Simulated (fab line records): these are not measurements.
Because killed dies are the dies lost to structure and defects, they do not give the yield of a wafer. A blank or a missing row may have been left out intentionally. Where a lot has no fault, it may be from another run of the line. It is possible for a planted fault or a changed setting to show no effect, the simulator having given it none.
fab line records :: flow gf180mcu :: part 2 of 2: steps 25 to 33 of 33
record:
  lots: 5
  wafers: 15
  lastDay: 33
route steps=602 shown V1@347 M2@362
lots that met no fault: from a run of the same line without faults
startH: hours from the record's first day to the start of the lot's first wafer shown :: waitH: time in hours since the lot's previous step :: " as in the row above :: L1.1+2: a row that stands for several wafers :: - no value, or no start was given :: * or withheld: withheld :: < > ~ a bound
route shown NAME@n: a module of which the file shows steps, and the number in the route of the first :: usual: mean and standard deviation over wafers with no fault :: same: alike in all rows :: chamber/n: place in a boat :: sites: each site's reading :: _std_site: the standard deviation of these :: _edge_site: the outer-site mean with the inner-site mean subtracted :: radiusMm: for every site, how far away it sits from the centre of the wafer :: mask NAME#n: copy n :: behind: the last tool/chamber to shape the wafer :: hold: the reason the lot was held/the length of the hold in hours/how it ended :: device: names the non-switching transistor (n, p or np) :: end of line: the same wafers' tests at the end of the route :: where a step has no rows: the recipe by itself :: killed: not the wafer's yield, but the dies lost to structure and defects at the first sort :: map: a wafer's dies, x killed, . not, _ none there
set.NAME: the setting as run; set.NAME@STEP: as run at that earlier step :: model.NAME: the simulator's own value behind a step, which no gauge read
lots at selected steps of the route; one table per step, one row per wafer
services: a tool's chamber out of use, with start hour (startH, from the record's first day; less than 0 if before it), hours out, and reason
== steps ==
step: GF_M2_COAT_09
recipe:
  resist: KrF
  spinRpm: withheld
  resistThkNm: 1000
usual:
  resistLineTempC: 22.97/0.11
lot.wafer: L077.2
tool: lithoTrack-04
chamber: 0
startH: 452.19
waitH: 0.1
resistLineTempC: 23.01

lot.wafer: L077.4
tool: lithoTrack-04
chamber: 0
startH: 452.19
waitH: 0.1
resistLineTempC: 23.07

lot.wafer: L077.5
tool: lithoTrack-04
chamber: 0
startH: 452.19
waitH: 0.1
resistLineTempC: 23.14

lot.wafer: L081.2
tool: lithoTrack-01
chamber: 0
startH: 486.97
waitH: 0.1
resistLineTempC: 22.90

lot.wafer: L081.5
tool: lithoTrack-01
chamber: 0
startH: 486.97
waitH: 0.1
resistLineTempC: 22.84

lot.wafer: L081.6
tool: lithoTrack-01
chamber: 0
startH: 486.97
waitH: 0.1
resistLineTempC: 22.96

lot.wafer: L083.1
tool: lithoTrack-01
chamber: 0
startH: 504.90
waitH: 0.1
resistLineTempC: 23.00

lot.wafer: L083.4
tool: lithoTrack-01
chamber: 0
startH: 504.90
waitH: 0.1
resistLineTempC: 23.06

lot.wafer: L083.5
tool: lithoTrack-01
chamber: 0
startH: 504.90
waitH: 0.1
resistLineTempC: 22.92

lot.wafer: L086.2
tool: lithoTrack-03
chamber: 0
startH: 536.39
waitH: 0.1
resistLineTempC: 23.15

lot.wafer: L086.3
tool: lithoTrack-03
chamber: 0
startH: 536.39
waitH: 0.1
resistLineTempC: 23.11

lot.wafer: L086.5
tool: lithoTrack-03
chamber: 0
startH: 536.39
waitH: 0.1
resistLineTempC: 23.01

lot.wafer: L090.2
tool: lithoTrack-04
chamber: 0
startH: 569.94
waitH: 0.1
resistLineTempC: 22.96

lot.wafer: L090.3
tool: lithoTrack-04
chamber: 0
startH: 569.94
waitH: 0.1
resistLineTempC: 23.10

lot.wafer: L090.6
tool: lithoTrack-04
chamber: 0
startH: 569.94
waitH: 0.1
resistLineTempC: 22.94
step: GF_M2_SOFTBAKE_10
recipe:
  tempC: 130
  timeS: 60
  resist: KrF
usual:
  resistLineTempC: 23.00/0.097
same:
  timeS: 60
lot.wafer: L077.2
tool: lithoTrack-04
chamber: 0
startH: 452.34
waitH: 0.1
resistLineTempC: 23.10

lot.wafer: L077.4
tool: lithoTrack-04
chamber: 0
startH: 452.34
waitH: 0.1
resistLineTempC: 22.85

lot.wafer: L077.5
tool: lithoTrack-04
chamber: 0
startH: 452.34
waitH: 0.1
resistLineTempC: 22.90

lot.wafer: L081.2
tool: lithoTrack-01
chamber: 0
startH: 487.12
waitH: 0.1
resistLineTempC: 23.00

lot.wafer: L081.5
tool: lithoTrack-01
chamber: 0
startH: 487.12
waitH: 0.1
resistLineTempC: 23.09

lot.wafer: L081.6
tool: lithoTrack-01
chamber: 0
startH: 487.12
waitH: 0.1
resistLineTempC: 23.00

lot.wafer: L083.1
tool: lithoTrack-01
chamber: 0
startH: 505.05
waitH: 0.1
resistLineTempC: 22.97

lot.wafer: L083.4
tool: lithoTrack-01
chamber: 0
startH: 505.05
waitH: 0.1
resistLineTempC: 23.02

lot.wafer: L083.5
tool: lithoTrack-01
chamber: 0
startH: 505.05
waitH: 0.1
resistLineTempC: 22.92

lot.wafer: L086.2
tool: lithoTrack-03
chamber: 0
startH: 536.54
waitH: 0.1
resistLineTempC: 22.81

lot.wafer: L086.3
tool: lithoTrack-03
chamber: 0
startH: 536.54
waitH: 0.1
resistLineTempC: 23.01

lot.wafer: L086.5
tool: lithoTrack-03
chamber: 0
startH: 536.54
waitH: 0.1
resistLineTempC: 22.87

lot.wafer: L090.2
tool: lithoTrack-04
chamber: 0
startH: 570.09
waitH: 0.1
resistLineTempC: 22.86

lot.wafer: L090.3
tool: lithoTrack-04
chamber: 0
startH: 570.09
waitH: 0.1
resistLineTempC: 22.91

lot.wafer: L090.6
tool: lithoTrack-04
chamber: 0
startH: 570.09
waitH: 0.1
resistLineTempC: 22.81
step: GF_M2_EXPOSE_11
recipe:
  maskId: Metal2
  targetCdNm: 280
  na: 0.68
  sourceShape: conventional
  sigmaOuter: 0.6
  doseMj: 28
lot.wafer: L077.2+4+5
tool: krfScanner-01
chamber: 0
startH: -
waitH: -
mask: Metal2#0

lot.wafer: L081.2+5+6
tool: krfScanner-02
chamber: 0
startH: -
waitH: -
mask: Metal2#0

lot.wafer: L083.1+4+5
tool: krfScanner-02
chamber: 0
startH: -
waitH: -
mask: Metal2#0

lot.wafer: L086.2+3+5
tool: krfScanner-02
chamber: 0
startH: -
waitH: -
mask: Metal2#0

lot.wafer: L090.2+3+6
tool: krfScanner-01
chamber: 0
startH: -
waitH: -
mask: Metal2#0
step: GF_M2_PEB_12
recipe:
  pebTempC: 135
  pebTimeS: 90
  resist: KrF
usual:
  resistLineTempC: 23.00/0.12
lot.wafer: L077.2
tool: lithoTrack-04
chamber: 0
startH: -
waitH: -
resistLineTempC: 22.96

lot.wafer: L077.4
tool: lithoTrack-04
chamber: 0
startH: -
waitH: -
resistLineTempC: 22.83

lot.wafer: L077.5
tool: lithoTrack-04
chamber: 0
startH: -
waitH: -
resistLineTempC: 22.88

lot.wafer: L081.2
tool: lithoTrack-03
chamber: 0
startH: -
waitH: -
resistLineTempC: 23.08

lot.wafer: L081.5
tool: lithoTrack-03
chamber: 0
startH: -
waitH: -
resistLineTempC: 23.19

lot.wafer: L081.6
tool: lithoTrack-03
chamber: 0
startH: -
waitH: -
resistLineTempC: 23.17

lot.wafer: L083.1
tool: lithoTrack-03
chamber: 0
startH: -
waitH: -
resistLineTempC: 23.05

lot.wafer: L083.4
tool: lithoTrack-03
chamber: 0
startH: -
waitH: -
resistLineTempC: 23.18

lot.wafer: L083.5
tool: lithoTrack-03
chamber: 0
startH: -
waitH: -
resistLineTempC: 23.04

lot.wafer: L086.2
tool: lithoTrack-01
chamber: 0
startH: -
waitH: -
resistLineTempC: 22.76

lot.wafer: L086.3
tool: lithoTrack-01
chamber: 0
startH: -
waitH: -
resistLineTempC: 22.75

lot.wafer: L086.5
tool: lithoTrack-01
chamber: 0
startH: -
waitH: -
resistLineTempC: 22.81

lot.wafer: L090.2
tool: lithoTrack-03
chamber: 0
startH: -
waitH: -
resistLineTempC: 22.78

lot.wafer: L090.3
tool: lithoTrack-03
chamber: 0
startH: -
waitH: -
resistLineTempC: 22.78

lot.wafer: L090.6
tool: lithoTrack-03
chamber: 0
startH: -
waitH: -
resistLineTempC: 22.74
step: GF_M2_DEVELOP_13
recipe:
  developTimeS: 60
  devTempC: 21
usual:
  resistLineTempC: 22.99/0.12
lot.wafer: L077.2
tool: lithoTrack-04
chamber: 0
startH: 465.14
waitH: 0.2
resistLineTempC: 23.00

lot.wafer: L077.4
tool: lithoTrack-04
chamber: 0
startH: 465.14
waitH: 0.2
resistLineTempC: 22.98

lot.wafer: L077.5
tool: lithoTrack-04
chamber: 0
startH: 465.14
waitH: 0.2
resistLineTempC: 22.95

lot.wafer: L081.2
tool: lithoTrack-03
chamber: 0
startH: 499.09
waitH: 0.2
resistLineTempC: 23.26

lot.wafer: L081.5
tool: lithoTrack-03
chamber: 0
startH: 499.09
waitH: 0.2
resistLineTempC: 23.13

lot.wafer: L081.6
tool: lithoTrack-03
chamber: 0
startH: 499.09
waitH: 0.2
resistLineTempC: 22.92

lot.wafer: L083.1
tool: lithoTrack-03
chamber: 0
startH: 516.47
waitH: 0.2
resistLineTempC: 23.08

lot.wafer: L083.4
tool: lithoTrack-03
chamber: 0
startH: 516.47
waitH: 0.2
resistLineTempC: 23.06

lot.wafer: L083.5
tool: lithoTrack-03
chamber: 0
startH: 516.47
waitH: 0.2
resistLineTempC: 23.16

lot.wafer: L086.2
tool: lithoTrack-01
chamber: 0
startH: 547.32
waitH: 0.2
resistLineTempC: 22.82

lot.wafer: L086.3
tool: lithoTrack-01
chamber: 0
startH: 547.32
waitH: 0.2
resistLineTempC: 22.94

lot.wafer: L086.5
tool: lithoTrack-01
chamber: 0
startH: 547.32
waitH: 0.2
resistLineTempC: 22.94

lot.wafer: L090.2
tool: lithoTrack-03
chamber: 0
startH: 580.29
waitH: 0.2
resistLineTempC: 22.96

lot.wafer: L090.3
tool: lithoTrack-03
chamber: 0
startH: 580.29
waitH: 0.2
resistLineTempC: 23.01

lot.wafer: L090.6
tool: lithoTrack-03
chamber: 0
startH: 580.29
waitH: 0.2
resistLineTempC: 22.87
step: GF_M2_CD_MEAS_14
recipe:
  targetCdNm: 280
usual:
  cdNm: 280.3/1.1
lot.wafer: L077.2
tool: cdSem-01
chamber: -
startH: 465.28
waitH: 0.1
cdNm: 278.6

lot.wafer: L077.4
tool: cdSem-01
chamber: -
startH: 465.28
waitH: 0.1
cdNm: 278.4

lot.wafer: L077.5
tool: cdSem-01
chamber: -
startH: 465.28
waitH: 0.1
cdNm: 279.7

lot.wafer: L081.2
tool: cdSem-02
chamber: -
startH: 499.24
waitH: 0.1
cdNm: 279.2

lot.wafer: L081.5
tool: cdSem-02
chamber: -
startH: 499.24
waitH: 0.1
cdNm: 279.6

lot.wafer: L081.6
tool: cdSem-02
chamber: -
startH: 499.24
waitH: 0.1
cdNm: 278.9

lot.wafer: L083.1
tool: cdSem-01
chamber: -
startH: 516.62
waitH: 0.1
cdNm: 280.0

lot.wafer: L083.4
tool: cdSem-01
chamber: -
startH: 516.62
waitH: 0.1
cdNm: 278.2

lot.wafer: L083.5
tool: cdSem-01
chamber: -
startH: 516.62
waitH: 0.1
cdNm: 279.3

lot.wafer: L086.2
tool: cdSem-01
chamber: -
startH: 547.47
waitH: 0.1
cdNm: 279.6

lot.wafer: L086.3
tool: cdSem-01
chamber: -
startH: 547.47
waitH: 0.1
cdNm: 277.9

lot.wafer: L086.5
tool: cdSem-01
chamber: -
startH: 547.47
waitH: 0.1
cdNm: 279.9

lot.wafer: L090.2
tool: cdSem-01
chamber: -
startH: 580.44
waitH: 0.1
cdNm: 282.9

lot.wafer: L090.3
tool: cdSem-01
chamber: -
startH: 580.44
waitH: 0.1
cdNm: 282.6

lot.wafer: L090.6
tool: cdSem-01
chamber: -
startH: 580.44
waitH: 0.1
cdNm: 282.3
step: GF_M2_OVL_MEAS_15
usual:
  M2_OVL: 1/5.1
lot.wafer: L077.2
tool: overlay-01
chamber: -
startH: 465.39
waitH: 0.1
M2_OVL[nm]: -2

lot.wafer: L077.4
tool: overlay-01
chamber: -
startH: 465.39
waitH: 0.1
M2_OVL[nm]: -4

lot.wafer: L077.5
tool: overlay-01
chamber: -
startH: 465.39
waitH: 0.1
M2_OVL[nm]: -1

lot.wafer: L081.2
tool: overlay-01
chamber: -
startH: 499.35
waitH: 0.1
M2_OVL[nm]: 8

lot.wafer: L081.5
tool: overlay-01
chamber: -
startH: 499.35
waitH: 0.1
M2_OVL[nm]: 12

lot.wafer: L081.6
tool: overlay-01
chamber: -
startH: 499.35
waitH: 0.1
M2_OVL[nm]: 10

lot.wafer: L083.1
tool: overlay-02
chamber: -
startH: 516.74
waitH: 0.1
M2_OVL[nm]: 17

lot.wafer: L083.4
tool: overlay-02
chamber: -
startH: 516.74
waitH: 0.1
M2_OVL[nm]: 5

lot.wafer: L083.5
tool: overlay-02
chamber: -
startH: 516.74
waitH: 0.1
M2_OVL[nm]: 9

lot.wafer: L086.2
tool: overlay-01
chamber: -
startH: 547.57
waitH: 0.1
M2_OVL[nm]: 9

lot.wafer: L086.3
tool: overlay-01
chamber: -
startH: 547.57
waitH: 0.1
M2_OVL[nm]: 3

lot.wafer: L086.5
tool: overlay-01
chamber: -
startH: 547.57
waitH: 0.1
M2_OVL[nm]: 2

lot.wafer: L090.2
tool: overlay-01
chamber: -
startH: 580.54
waitH: 0.1
M2_OVL[nm]: -3

lot.wafer: L090.3
tool: overlay-01
chamber: -
startH: 580.54
waitH: 0.1
M2_OVL[nm]: 8

lot.wafer: L090.6
tool: overlay-01
chamber: -
startH: 580.54
waitH: 0.1
M2_OVL[nm]: 3
step: GF_M2_METAL_ETCH_16
recipe:
  chemistry: Cl2/BCl3
  maskMaterial: KrF
  targetDepthNm: 627.5
  stopOn: SiO2
  pressureMtorr: 8
  icpW: 800
  biasW: 140
  Cl2_flow_sccm: 80
  bcl3FlowSccm: 40
  timeS: 104.6
usual:
  drypumpMotorCurrentA: 5.7/0.41
  oesProductAu: 0.970/0.0072
  throttleValvePct: 28.254/0.012
same:
  timeS: 104.6
lot.wafer: L077.2
tool: rieMetal-02
chamber: 0
startH: 465.42
waitH: 0.0
drypumpMotorCurrentA: 6.0
oesProductAu: 0.969
rfHoursCounterH: 6
throttleValvePct: 28.253

lot.wafer: L077.4
tool: rieMetal-02
chamber: 1
startH: 465.42
waitH: 0.0
drypumpMotorCurrentA: 5.1
oesProductAu: 0.968
rfHoursCounterH: -
throttleValvePct: 28.259

lot.wafer: L077.5
tool: rieMetal-02
chamber: 0
startH: 465.42
waitH: 0.0
drypumpMotorCurrentA: 5.9
oesProductAu: 0.963
rfHoursCounterH: -
throttleValvePct: 28.236

lot.wafer: L081.2
tool: rieMetal-04
chamber: 0
startH: 499.38
waitH: 0.0
drypumpMotorCurrentA: 5.2
oesProductAu: 0.971
rfHoursCounterH: 11
throttleValvePct: 28.251

lot.wafer: L081.5
tool: rieMetal-04
chamber: 1
startH: 499.38
waitH: 0.0
drypumpMotorCurrentA: 6.2
oesProductAu: 0.973
rfHoursCounterH: -
throttleValvePct: 28.242

lot.wafer: L081.6
tool: rieMetal-04
chamber: 0
startH: 499.38
waitH: 0.0
drypumpMotorCurrentA: 5.2
oesProductAu: 0.969
rfHoursCounterH: -
throttleValvePct: 28.228

lot.wafer: L083.1
tool: rieMetal-02
chamber: 0
startH: 516.78
waitH: 0.0
drypumpMotorCurrentA: 5.9
oesProductAu: 0.959
rfHoursCounterH: 7
throttleValvePct: 28.281

lot.wafer: L083.4
tool: rieMetal-02
chamber: 1
startH: 516.78
waitH: 0.0
drypumpMotorCurrentA: 5.1
oesProductAu: 0.957
rfHoursCounterH: -
throttleValvePct: 28.266

lot.wafer: L083.5
tool: rieMetal-02
chamber: 0
startH: 516.78
waitH: 0.0
drypumpMotorCurrentA: 6.0
oesProductAu: 0.960
rfHoursCounterH: -
throttleValvePct: 28.276

lot.wafer: L086.2
tool: rieMetal-02
chamber: 1
startH: 547.60
waitH: 0.0
drypumpMotorCurrentA: 5.1
oesProductAu: 0.974
rfHoursCounterH: 11
throttleValvePct: 28.255

lot.wafer: L086.3
tool: rieMetal-02
chamber: 1
startH: 547.60
waitH: 0.0
drypumpMotorCurrentA: 5.1
oesProductAu: 0.984
rfHoursCounterH: -
throttleValvePct: 28.254

lot.wafer: L086.5
tool: rieMetal-02
chamber: 0
startH: 547.60
waitH: 0.0
drypumpMotorCurrentA: 5.9
oesProductAu: 0.976
rfHoursCounterH: -
throttleValvePct: 28.240

lot.wafer: L090.2
tool: rieMetal-04
chamber: 1
startH: 580.61
waitH: 0.1
drypumpMotorCurrentA: 6.2
oesProductAu: 0.969
rfHoursCounterH: -
throttleValvePct: 28.261

lot.wafer: L090.3
tool: rieMetal-04
chamber: 1
startH: 580.61
waitH: 0.1
drypumpMotorCurrentA: 6.2
oesProductAu: 0.967
rfHoursCounterH: -
throttleValvePct: 28.254

lot.wafer: L090.6
tool: rieMetal-04
chamber: 1
startH: 580.61
waitH: 0.1
drypumpMotorCurrentA: 6.2
oesProductAu: 0.960
rfHoursCounterH: -
throttleValvePct: 28.268
step: GF_M2_STRIP_17
recipe:
  chemistry: O2/N2
  powerW: 1400
  pressureMtorr: 1500
  platenTempC: 250
  o2FlowSccm: 3000
  n2FlowSccm: 300
  overashFraction: 0.5
usual:
  drypumpMotorCurrentA: 5.6/0.31
  heaterPowerW: 319/29
  oesProductAu: 0.557/0.0052
  stripTimeToEndpointS: 7.86/0.04
same:
  overashFraction: 0.5
lot.wafer: L077.2
tool: plasmaAsher-02
chamber: 0
startH: 465.53
waitH: 0.1
drypumpMotorCurrentA: 5.9
heaterPowerW: 292
oesProductAu: 0.553
rfHoursCounterH: 35
stripTimeToEndpointS: 7.81

lot.wafer: L077.4
tool: plasmaAsher-02
chamber: 0
startH: 465.53
waitH: 0.1
drypumpMotorCurrentA: 5.9
heaterPowerW: 291
oesProductAu: 0.549
rfHoursCounterH: -
stripTimeToEndpointS: 7.78

lot.wafer: L077.5
tool: plasmaAsher-02
chamber: 0
startH: 465.53
waitH: 0.1
drypumpMotorCurrentA: 5.9
heaterPowerW: 296
oesProductAu: 0.554
rfHoursCounterH: -
stripTimeToEndpointS: 7.78

lot.wafer: L081.2
tool: plasmaAsher-02
chamber: 1
startH: 499.49
waitH: 0.1
drypumpMotorCurrentA: 5.6
heaterPowerW: 289
oesProductAu: 0.559
rfHoursCounterH: 39
stripTimeToEndpointS: 7.87

lot.wafer: L081.5
tool: plasmaAsher-02
chamber: 0
startH: 499.49
waitH: 0.1
drypumpMotorCurrentA: 5.9
heaterPowerW: 295
oesProductAu: 0.561
rfHoursCounterH: -
stripTimeToEndpointS: 7.88

lot.wafer: L081.6
tool: plasmaAsher-02
chamber: 1
startH: 499.49
waitH: 0.1
drypumpMotorCurrentA: 5.7
heaterPowerW: 287
oesProductAu: 0.553
rfHoursCounterH: -
stripTimeToEndpointS: 7.89

lot.wafer: L083.1
tool: plasmaAsher-03
chamber: 1
startH: 516.89
waitH: 0.1
drypumpMotorCurrentA: 6.0
heaterPowerW: 331
oesProductAu: 0.547
rfHoursCounterH: 78
stripTimeToEndpointS: 7.82

lot.wafer: L083.4
tool: plasmaAsher-03
chamber: 0
startH: 516.89
waitH: 0.1
drypumpMotorCurrentA: 5.1
heaterPowerW: 344
oesProductAu: 0.563
rfHoursCounterH: -
stripTimeToEndpointS: 7.90

lot.wafer: L083.5
tool: plasmaAsher-03
chamber: 0
startH: 516.89
waitH: 0.1
drypumpMotorCurrentA: 5.1
heaterPowerW: 358
oesProductAu: 0.557
rfHoursCounterH: -
stripTimeToEndpointS: 7.84

lot.wafer: L086.2
tool: plasmaAsher-01
chamber: 0
startH: 547.71
waitH: 0.1
drypumpMotorCurrentA: 5.8
heaterPowerW: 354
oesProductAu: 0.551
rfHoursCounterH: 9
stripTimeToEndpointS: 7.85

lot.wafer: L086.3
tool: plasmaAsher-01
chamber: 1
startH: 547.71
waitH: 0.1
drypumpMotorCurrentA: 5.2
heaterPowerW: 346
oesProductAu: 0.544
rfHoursCounterH: -
stripTimeToEndpointS: 7.82

lot.wafer: L086.5
tool: plasmaAsher-01
chamber: 0
startH: 547.71
waitH: 0.1
drypumpMotorCurrentA: 5.8
heaterPowerW: 344
oesProductAu: 0.557
rfHoursCounterH: -
stripTimeToEndpointS: 7.79

lot.wafer: L090.2
tool: plasmaAsher-03
chamber: 0
startH: 580.80
waitH: 0.1
drypumpMotorCurrentA: 5.1
heaterPowerW: 358
oesProductAu: 0.562
rfHoursCounterH: 85
stripTimeToEndpointS: 7.91

lot.wafer: L090.3
tool: plasmaAsher-03
chamber: 1
startH: 580.80
waitH: 0.1
drypumpMotorCurrentA: 6.0
heaterPowerW: 332
oesProductAu: 0.561
rfHoursCounterH: -
stripTimeToEndpointS: 7.91

lot.wafer: L090.6
tool: plasmaAsher-03
chamber: 0
startH: 580.80
waitH: 0.1
drypumpMotorCurrentA: 5.1
heaterPowerW: 351
oesProductAu: 0.560
rfHoursCounterH: -
stripTimeToEndpointS: 7.90
== services ==
tool: rieDiel-04
chamber: 2
startH: 414.40
hours: 1.6
kind: repair

tool: cmp-01
chamber: -
startH: 417.26
hours: 2.1
kind: repair

tool: plasmaAsher-01
chamber: -
startH: 421.25
hours: 9.0
kind: pm

tool: rieDiel-03
chamber: -
startH: 430.13
hours: 0.3
kind: repair

tool: krfScanner-02
chamber: -
startH: 430.43
hours: 1.0
kind: pm

tool: rieDiel-04
chamber: 2
startH: 434.98
hours: 3.5
kind: repair

tool: cvdW-02
chamber: 0
startH: 465.00
hours: 10.3
kind: repair

tool: wetBench-03
chamber: -
startH: 472.22
hours: 1.8
kind: repair

tool: krfScanner-02
chamber: -
startH: 473.47
hours: 4.4
kind: pm

tool: pvdSputter-04
chamber: -
startH: 476.01
hours: 1.4
kind: repair

tool: pvdSputter-01
chamber: -
startH: 484.12
hours: 6.3
kind: repair

tool: rieDiel-03
chamber: 2
startH: 489.41
hours: 7.5
kind: repair

tool: rieDiel-03
chamber: 1
startH: 492.52
hours: 13.7
kind: repair

tool: krfScanner-02
chamber: -
startH: 494.51
hours: 0.8
kind: pm

tool: cmp-01
chamber: -
startH: 495.14
hours: 1.4
kind: repair

tool: pvdSputter-04
chamber: -
startH: 506.16
hours: 4.1
kind: repair

tool: cmp-01
chamber: -
startH: 511.02
hours: 5.8
kind: repair

tool: pvdSputter-02
chamber: -
startH: 528.27
hours: 2.2
kind: repair

tool: rieDiel-04
chamber: 3
startH: 542.13
hours: 6.9
kind: repair

tool: cvdW-02
chamber: -
startH: 545.41
hours: 6.9
kind: pm

tool: wetBench-03
chamber: -
startH: 546.59
hours: 1.9
kind: pm

tool: plasmaAsher-02
chamber: -
startH: 558.32
hours: 2.8
kind: repair

tool: pvdSputter-04
chamber: -
startH: 558.58
hours: 0.7
kind: repair

tool: rieDiel-04
chamber: 1
startH: 564.00
hours: 19.3
kind: repair
